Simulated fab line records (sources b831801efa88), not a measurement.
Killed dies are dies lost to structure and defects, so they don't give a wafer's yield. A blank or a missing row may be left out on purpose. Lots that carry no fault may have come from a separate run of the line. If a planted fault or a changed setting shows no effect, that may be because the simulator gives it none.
Check of tool commonality || flow sky130 || 12 lots, 36 wafers sampled

WHY THIS WAS OPENED
Of 12 lots, 2 have the reading LI_CONTACT_HDPCVD_THK flagged at SKY_LI_CONTACT_THK_MEAS_01. Wafers without a fault read 933 nm, standard deviation 9.4.
Rule: flag the lot when none of its wafers has a number, or when each of its wafers that has one lies beyond 4 standard deviations from that mean. The rest of the lots are taken to be sound.

{"lot": "L477", "measured": "day 29 00:34", "on": "film_metro-02", "LI_CONTACT_HDPCVD_THK (nm), wafer by wafer": "939 939 946", "flag": ""}
{"lot": "L478", "measured": "day 29 08:28", "on": "film_metro-02", "LI_CONTACT_HDPCVD_THK (nm), wafer by wafer": "930 939 918", "flag": ""}
{"lot": "L480", "measured": "day 30 11:16", "on": "film_metro-02", "LI_CONTACT_HDPCVD_THK (nm), wafer by wafer": "916 939 942", "flag": ""}
{"lot": "L482", "measured": "day 31 02:55", "on": "film_metro-03", "LI_CONTACT_HDPCVD_THK (nm), wafer by wafer": "920 940 936", "flag": ""}
{"lot": "L483", "measured": "day 31 03:55", "on": "film_metro-02", "LI_CONTACT_HDPCVD_THK (nm), wafer by wafer": "946 929 952", "flag": ""}
{"lot": "L487", "measured": "day 32 08:05", "on": "film_metro-02", "LI_CONTACT_HDPCVD_THK (nm), wafer by wafer": "938 945 932", "flag": ""}
{"lot": "L491", "measured": "day 33 05:44", "on": "film_metro-04", "LI_CONTACT_HDPCVD_THK (nm), wafer by wafer": "736 731 728", "flag": "FLAGGED"}
{"lot": "L492", "measured": "day 33 18:16", "on": "film_metro-02", "LI_CONTACT_HDPCVD_THK (nm), wafer by wafer": "755 754 755", "flag": "FLAGGED"}
{"lot": "L494", "measured": "day 34 04:31", "on": "film_metro-04", "LI_CONTACT_HDPCVD_THK (nm), wafer by wafer": "931 937 937", "flag": ""}
{"lot": "L495", "measured": "day 34 12:04", "on": "film_metro-04", "LI_CONTACT_HDPCVD_THK (nm), wafer by wafer": "937 935 938", "flag": ""}
{"lot": "L496", "measured": "day 34 18:53", "on": "film_metro-03", "LI_CONTACT_HDPCVD_THK (nm), wafer by wafer": "944 934 936", "flag": ""}
{"lot": "L498", "measured": "day 35 04:05", "on": "film_metro-03", "LI_CONTACT_HDPCVD_THK (nm), wafer by wafer": "930 933 931", "flag": ""}
On average the flagged lots' numbers are 743 nm, which is -190 nm against the usual, or -20 standard deviations.

WHICH TOOL RAN EACH LOT
The record keeps 1 process step preceding the reading, out of 708 steps on the route. Each cell gives the tool, then ch followed by the chambers the sampled wafers passed through, then the start.
{"lot": "L477", "flag": "", "SKY_LI_CONTACT_HDPCVD_00": "hdpcvd-01 ch 0,1, day 29 00:28"}
{"lot": "L478", "flag": "", "SKY_LI_CONTACT_HDPCVD_00": "hdpcvd-02 ch 1,2, day 29 08:22"}
{"lot": "L480", "flag": "", "SKY_LI_CONTACT_HDPCVD_00": "hdpcvd-02 ch 0,1, day 30 11:10"}
{"lot": "L482", "flag": "", "SKY_LI_CONTACT_HDPCVD_00": "hdpcvd-02 ch 0,1,2, day 31 02:49"}
{"lot": "L483", "flag": "", "SKY_LI_CONTACT_HDPCVD_00": "hdpcvd-02 ch 0,1,2, day 31 03:48"}
{"lot": "L487", "flag": "", "SKY_LI_CONTACT_HDPCVD_00": "hdpcvd-01 ch 0,2, day 32 07:58"}
{"lot": "L491", "flag": "FLAGGED", "SKY_LI_CONTACT_HDPCVD_00": "hdpcvd-02 ch 0,1, day 33 05:37"}
{"lot": "L492", "flag": "FLAGGED", "SKY_LI_CONTACT_HDPCVD_00": "hdpcvd-02 ch 0,2, day 33 18:10"}
{"lot": "L494", "flag": "", "SKY_LI_CONTACT_HDPCVD_00": "hdpcvd-01 ch 1,2, day 34 04:25"}
{"lot": "L495", "flag": "", "SKY_LI_CONTACT_HDPCVD_00": "hdpcvd-01 ch 0,1,2, day 34 11:58"}
{"lot": "L496", "flag": "", "SKY_LI_CONTACT_HDPCVD_00": "hdpcvd-01 ch 0,1,2, day 34 18:46"}
{"lot": "L498", "flag": "", "SKY_LI_CONTACT_HDPCVD_00": "hdpcvd-01 ch 0,1, day 35 03:58"}
What is done by these steps:
- SKY_LI_CONTACT_HDPCVD_00: deposits PSG, target thk 930 nm, time 155 s.
- SKY_LI_CONTACT_THK_MEAS_01

FLAGGED AGAINST TOTAL, ONE TOOL AT A TIME (gauges that did the reading follow at the end)
{"step": "SKY_LI_CONTACT_HDPCVD_00", "tool": "hdpcvd-01", "lots run": 6, "flagged": 0, "share of the flagged lots": "none", "sound lots run after its first flagged lot": "-"}
{"step": "SKY_LI_CONTACT_HDPCVD_00", "tool": "hdpcvd-02", "lots run": 6, "flagged": 2, "share of the flagged lots": "all", "sound lots run after its first flagged lot": 0}
{"step": "SKY_LI_CONTACT_THK_MEAS_01", "tool": "film_metro-02", "lots run": 6, "flagged": 1, "share of the flagged lots": "some", "sound lots run after its first flagged lot": 0}
{"step": "SKY_LI_CONTACT_THK_MEAS_01", "tool": "film_metro-03", "lots run": 3, "flagged": 0, "share of the flagged lots": "none", "sound lots run after its first flagged lot": "-"}
{"step": "SKY_LI_CONTACT_THK_MEAS_01", "tool": "film_metro-04", "lots run": 3, "flagged": 1, "share of the flagged lots": "some", "sound lots run after its first flagged lot": "2 (L494,L495)"}

THE TABLE: WHAT IT ALLOWS
Rows of the table that ran each flagged lot: 1, that is hdpcvd-02 at SKY_LI_CONTACT_HDPCVD_00.
- hdpcvd-02 at SKY_LI_CONTACT_HDPCVD_00: 2 of its 6 lots flagged. It ran its last sound lot, L483, at day 31 03:48 and its first flagged lot, L491, at day 33 05:37: a fault with its onset between the two fits. Its own readings lie more than 4 standard deviations out on every wafer of the flagged lots: sih4_flow_sccm.
One tool is left: hdpcvd-02 at SKY_LI_CONTACT_HDPCVD_00.

WHAT THE SIMULATOR HAD INSERTED
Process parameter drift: hdpcvd-02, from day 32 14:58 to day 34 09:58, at SKY_LI_CONTACT_HDPCVD_00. The setting sih4_flow_sccm was moved by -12, starting from 60. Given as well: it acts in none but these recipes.
Shown lots that were struck: L491, L492. The same result came from the rule above.
